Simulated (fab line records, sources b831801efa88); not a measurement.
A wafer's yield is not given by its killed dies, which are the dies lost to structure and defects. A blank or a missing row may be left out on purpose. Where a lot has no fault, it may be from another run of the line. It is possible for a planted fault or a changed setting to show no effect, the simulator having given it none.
Which tool did it? | flow sky130 | 12 lots with 36 wafers sampled at 3 steps, on a route of 708 steps

## WHAT THE GAUGES READ, wafer by wafer
SKY_METAL2_RS_MEAS_05: uses a four-point probe to measure.
lot  | measured     | on            | METAL2_ALCU_RS (ohm/sq)
L485 | day 33 23:16 | film metro-04 | 0.1294 0.1295 0.1305
L486 | day 34 08:59 | film metro-01 | 0.1278 0.1280 0.1282
L487 | day 34 17:58 | film metro-01 | 0.1294 0.1288 0.1302
L488 | day 35 08:11 | film metro-03 | 0.1288 0.1288 0.1294
L490 | day 35 18:44 | film metro-03 | 0.1272 0.1274 0.1276
L491 | day 36 08:14 | film metro-01 | 0.1268 0.1270 0.1266
L494 | day 38 09:39 | film metro-01 | 0.1255 0.1257 0.1254
L500 | day 38 23:34 | film metro-03 | 0.1259 0.1262 0.1264
L501 | day 39 06:24 | film metro-03 | 0.1242 0.1249 0.1247
L503 | day 39 15:30 | film metro-04 | 0.1254 0.1263 0.1251
L507 | day 40 22:01 | film metro-04 | 0.1263 0.1271 0.1279
L508 | day 41 17:43 | film metro-03 | 0.1270 0.1265 0.1269

## TOOL THAT RAN EACH LOT (tool first, then ch and the chambers of the sampled wafers, then the start)
lot  | SKY_GATE_OXIDE_OXIDATION_16   | SKY_METAL2_SPUTTER_00
L485 | furnace-02 ch 0, day 13 18:38 | pvd sputter-03, day 33 23:07
L486 | furnace-02 ch 0, day 14 06:59 | pvd sputter-03, day 34 08:50
L487 | furnace-01 ch 0, day 14 17:34 | pvd sputter-03, day 34 17:47
L488 | furnace-02 ch 0, day 15 02:04 | pvd sputter-03, day 35 08:02
L490 | furnace-02 ch 0, day 15 14:38 | pvd sputter-04, day 35 18:36
L491 | furnace-02 ch 0, day 16 03:52 | pvd sputter-01, day 36 08:04
L494 | furnace-01 ch 0, day 17 21:57 | pvd sputter-01, day 38 09:31
L500 | furnace-02 ch 0, day 19 09:32 | pvd sputter-03, day 38 23:22
L501 | furnace-01 ch 0, day 19 16:32 | pvd sputter-04, day 39 06:16
L503 | furnace-02 ch 0, day 20 00:32 | pvd sputter-04, day 39 15:20
L507 | furnace-01 ch 0, day 21 16:35 | pvd sputter-03, day 40 21:52
L508 | furnace-02 ch 0, day 22 22:10 | pvd sputter-03, day 41 17:34
- SKY_GATE_OXIDE_OXIDATION_16: stabilise 600 s, purge 300 s, target thk 3.57 nm.
- SKY_METAL2_SPUTTER_00: material Ti, target thk 15 nm, time 10 s.

## WHAT THE TOOLS THEMSELVES READ (means of the sampled wafers that have a number; where no wafer has one, the mark that the record gives instead)
SKY_GATE_OXIDE_OXIDATION_16.
lot  | tool       | ramp down c per min | ramp up c per min | spike tc bottom C (C) | spike tc centre C (C) | spike tc lower C (C) | spike tc top C (C) | spike tc upper C (C) | tube center temp C (C) | tube_center_temp_C_max
L485 | furnace-02 | 3.0004              | 9.9994            | 817.1                 | 800.4                 | 800.4                | 812.1              | 799.9                | 800                    | 802.22
L486 | furnace-02 | 2.9998              | 9.9982            | 815.4                 | 800.5                 | 800.1                | 813.1              | 800.0                | 800                    | 801.78
L487 | furnace-01 | 3.0006              | 9.9993            | 814.8                 | 800.5                 | 799.9                | 815.1              | 800.5                | 800                    | 801.74
L488 | furnace-02 | 3.0000              | 10.0013           | 816.9                 | 800.4                 | 800.3                | 813.3              | 799.7                | 800                    | 801.83
L490 | furnace-02 | 2.9998              | 9.9980            | 817.3                 | 800.0                 | 801.1                | 812.5              | 800.1                | 800                    | 802.06
L491 | furnace-02 | 3.0005              | 9.9977            | 817.6                 | 800.9                 | 801.1                | 812.5              | 799.7                | 800                    | 802.17
L494 | furnace-01 | 3.0003              | 9.9996            | 815.6                 | 800.0                 | 799.6                | 815.3              | 800.0                | 800                    | 802.16
L500 | furnace-02 | 2.9995              | 9.9991            | 821.9                 | 806.0                 | 805.4                | 818.1              | 804.5                | 805                    | 806.80
L501 | furnace-01 | 2.9997              | 10.0004           | 815.3                 | 801.0                 | 798.6                | 813.7              | 799.6                | 800                    | 802.02
L503 | furnace-02 | 2.9999              | 9.9994            | 822.4                 | 805.4                 | 805.1                | 817.4              | 805.3                | 805                    | 806.75
L507 | furnace-01 | 3.0000              | 10.0006           | 814.6                 | 800.0                 | 798.6                | 814.5              | 800.4                | 800                    | 802.27
L508 | furnace-02 | 3.0005              | 10.0004           | 815.7                 | 800.1                 | 800.2                | 813.1              | 800.4                | 800                    | 801.84

SKY_METAL2_SPUTTER_00.
lot  | tool           | throttle valve pct (%)
L485 | pvd sputter-03 | 30.3
L486 | pvd sputter-03 | 30.3
L487 | pvd sputter-03 | 30.5
L488 | pvd sputter-03 | 31.0
L490 | pvd sputter-04 | 29.8
L491 | pvd sputter-01 | 31.7
L494 | pvd sputter-01 | 30.1
L500 | pvd sputter-03 | 30.0
L501 | pvd sputter-04 | 29.6
L503 | pvd sputter-04 | 29.7
L507 | pvd sputter-03 | 29.9
L508 | pvd sputter-03 | 30.4

## THE ANSWER, worked out from the rows above alone
Rule: the lots themselves supply what counts as usual. The widest of any qualifying gaps counts: lots, ordered by their means at a reading, are off when they make up no more than a third of the lots, leave a main group of 4 or more, and stand apart from it by 3 or more times the standard deviation of that group's means. Not used: any main group whose means are identical at the precision the tables above print for the reading. A lot without any number at a reading at which 4 lots or more have one is off too. Any other lot the step has rows for is counted as sound. The gauges are gone through in route order, then the tools' own readings, and for those a lot's mean is taken as printed above. At the first step where some lot is off, the reading lying furthest off is the one used; lots without a number count as furthest.
Off, at SKY_GATE_OXIDE_OXIDATION_16 on tube_center_temp_C_max: L500, L503. Main group: mean 802.01, sd 0.19.
If a tool, at that step or one of the process steps before it, ran each lot that is off and ran no sound lot following the first of them, it fits. None of those tried fits.

## WHAT WAS PUT IN BY THE SIMULATOR
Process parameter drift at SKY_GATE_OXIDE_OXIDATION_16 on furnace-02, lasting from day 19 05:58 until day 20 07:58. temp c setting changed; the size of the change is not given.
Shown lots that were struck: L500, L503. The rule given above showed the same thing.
